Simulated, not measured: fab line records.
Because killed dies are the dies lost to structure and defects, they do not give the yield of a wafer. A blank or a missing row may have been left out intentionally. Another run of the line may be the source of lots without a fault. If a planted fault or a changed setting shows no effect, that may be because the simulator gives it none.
Which tool is to blame? ; flow gf180mcu ; Sampling: 13 lots, 39 wafers, 4 of 602 route steps

== WHAT THE GAUGES SHOWED, per wafer ==
GF_V5_THK_MEAS_03.
lot;measured;on;V5_CVD_02_THK (nm)
L679;day 26 05:35;film_metro-01;1453 1478 1469
L680;day 26 15:31;film_metro-01;1463 1456 1463
L681;day 27 08:26;film_metro-01;1435 1461 1465
L683;day 27 13:36;film_metro-03;1451 1467 1481
L682;day 27 18:05;film_metro-01;1417 1468 1445
L686;day 28 17:45;film_metro-03;1453 1470 1446
L688;day 29 02:02;film_metro-02;1448 1479 1476
L689;day 29 12:55;film_metro-01;1437 1443 1458
L690;day 29 15:41;film_metro-02;1439 1466 1442
L691;day 30 02:29;film_metro-02;1438 1442 1442
L692;day 30 11:05;film_metro-01;1429 1464 1465
L694;day 30 23:08;film_metro-03;1430 1486 1467
L693;day 31 01:52;film_metro-03;1438 1428 1434

GF_V5_RS_MEAS_24: a four-point-probe measurement.
lot;measured;on;V5_W_RS (ohm/sq)
L679;day 27 04:01;film_metro-01;0.324 0.322 0.321
L680;day 27 12:50;film_metro-01;0.323 0.323 0.323
L681;day 28 05:04;film_metro-02;0.331 0.331 0.332
L683;day 28 10:40;film_metro-02;0.329 0.323 0.327
L682;day 28 14:59;film_metro-01;0.325 0.322 0.328
L686;day 29 14:35;film_metro-02;0.323 0.321 0.323
L688;day 29 21:54;film_metro-01;0.328 0.323 0.326
L689;day 30 08:49;film_metro-02;0.330 0.332 0.325
L690;day 30 11:54;film_metro-01;0.326 0.329 0.329
L691;day 30 22:25;film_metro-02;0.326 0.330 0.327
L692;day 31 06:07;film_metro-03;0.329 0.330 0.331
L694;day 31 17:52;film_metro-02;0.324 0.326 0.329
L693;day 31 20:28;film_metro-02;0.328 0.328 0.325

== EACH LOT AND THE TOOL THAT RAN IT (in order: tool; ch and the chambers of the sampled wafers; start) ==
lot;GF_V5_CMP_04;GF_V5_ETCH_17
L679;cmp-01 ch 0,1,2, day 26 05:43;rie_diel-01 ch 0,1,2, day 27 04:01 or earlier
L680;cmp-02 ch 0,2,3, day 26 15:38;rie_diel-03 ch 1,2, day 27 12:50 or earlier
L681;cmp-01 ch 1,2,3, day 27 08:32;rie_diel-04 ch 0,1, day 28 05:04 or earlier
L683;cmp-01 ch 2,3, day 27 13:43;rie_diel-04 ch 0,3, day 28 10:40 or earlier
L682;cmp-02 ch 0,1,2, day 27 18:14;rie_diel-03 ch 2,3, day 28 14:59 or earlier
L686;cmp-02 ch 0,2,3, day 28 17:54;rie_diel-04 ch 0,1, day 29 14:35 or earlier
L688;cmp-01 ch 0,3, day 29 02:05;rie_diel-03 ch 1,2,3, day 29 21:54 or earlier
L689;cmp-01 ch 0,1,3, day 29 13:02;rie_diel-03 ch 1,3, day 30 08:49 or earlier
L690;cmp-02 ch 1,2,3, day 29 15:47;rie_diel-01 ch 2,3, day 30 11:54 or earlier
L691;cmp-02 ch 1,2,3, day 30 02:38;rie_diel-01 ch 1,3, day 30 22:25 or earlier
L692;cmp-02 ch 2,3, day 30 11:08;rie_diel-03 ch 0,3, day 31 06:07 or earlier
L694;cmp-02 ch 1,2,3, day 30 23:17;rie_diel-01 ch 1,2, day 31 17:52 or earlier
L693;cmp-02 ch 0,2,3, day 31 02:01;rie_diel-03 ch 2,3, day 31 20:28 or earlier
- GF_V5_CMP_04: polishes SiO2.
- GF_V5_ETCH_17: etches SiO2 in C4F8/O2/Ar, stops on TiN, target depth 855 nm.

== WHAT THE TOOLS THEMSELVES READ (means of the sampled wafers that have a number; where no wafer has one, the mark that the record gives instead) ==
GF_V5_CMP_04.
lot;tool;motor_current_A (A);slurry_flow_ml_min
L679;cmp-01;12.6;150.0
L680;cmp-02;12.3;150.1
L681;cmp-01;10.9;149.9
L683;cmp-01;11.8;150.1
L682;cmp-02;12.1;149.4
L686;cmp-02;11.9;150.2
L688;cmp-01;11.7;149.2
L689;cmp-01;11.9;149.9
L690;cmp-02;12.7;149.7
L691;cmp-02;12.3;150.1
L692;cmp-02;11.5;150.3
L694;cmp-02;13.1;150.1
L693;cmp-02;11.9;150.6

GF_V5_ETCH_17.
lot;tool;chamber_pressure_mTorr (mTorr);oes_product_au (a.u.)
L679;rie_diel-01;39.99;0.856
L680;rie_diel-03;40.01;0.860
L681;rie_diel-04;40.00;0.857
L683;rie_diel-04;40.01;0.852
L682;rie_diel-03;39.98;0.860
L686;rie_diel-04;40.00;0.861
L688;rie_diel-03;40.03;0.859
L689;rie_diel-03;39.98;0.857
L690;rie_diel-01;40.02;0.863
L691;rie_diel-01;40.00;0.860
L692;rie_diel-03;39.97;0.857
L694;rie_diel-01;39.99;0.935
L693;rie_diel-03;40.00;0.940

== THE ANSWER, worked out from the rows above alone ==
Rule: usual is defined by the lots themselves. The widest of any qualifying gaps counts: lots, ordered by their means at a reading, are off when they make up no more than a third of the lots, leave a main group of 4 or more, and stand apart from it by 3 or more times the standard deviation of that group's means. Not used: any main group whose means are identical at the precision the tables above print for the reading. Also off: a lot with no number at a reading for which 4 or more lots have one. The other lots that the step has rows for count as sound. After the gauges, taken in route order, come the tools' own readings; for these a lot's mean is taken, as printed above. At the first step where some lot is off, the reading lying furthest off is the one used; lots without a number count as furthest.
Off, at GF_V5_ETCH_17 on oes_product_au: L694, L693. Main group: mean 0.858 a.u., sd 0.0028.
If a tool, at that step or one of the process steps before it, ran each lot that is off and ran no sound lot following the first of them, it fits. GF_V5_ETCH_17: start missing for some lots; hours and lot order therefore follow GF_V5_RS_MEAS_24. One fits: cmp-02 at GF_V5_CMP_04. A fault onset in the window from L692 (day 30 11:08, its last sound lot) to L694 (day 30 23:17, its first lot off) fits.

== WHAT WAS PUT IN BY THE SIMULATOR ==
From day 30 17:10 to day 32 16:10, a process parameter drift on cmp-02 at GF_V5_CMP_04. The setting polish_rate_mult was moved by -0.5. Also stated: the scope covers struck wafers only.
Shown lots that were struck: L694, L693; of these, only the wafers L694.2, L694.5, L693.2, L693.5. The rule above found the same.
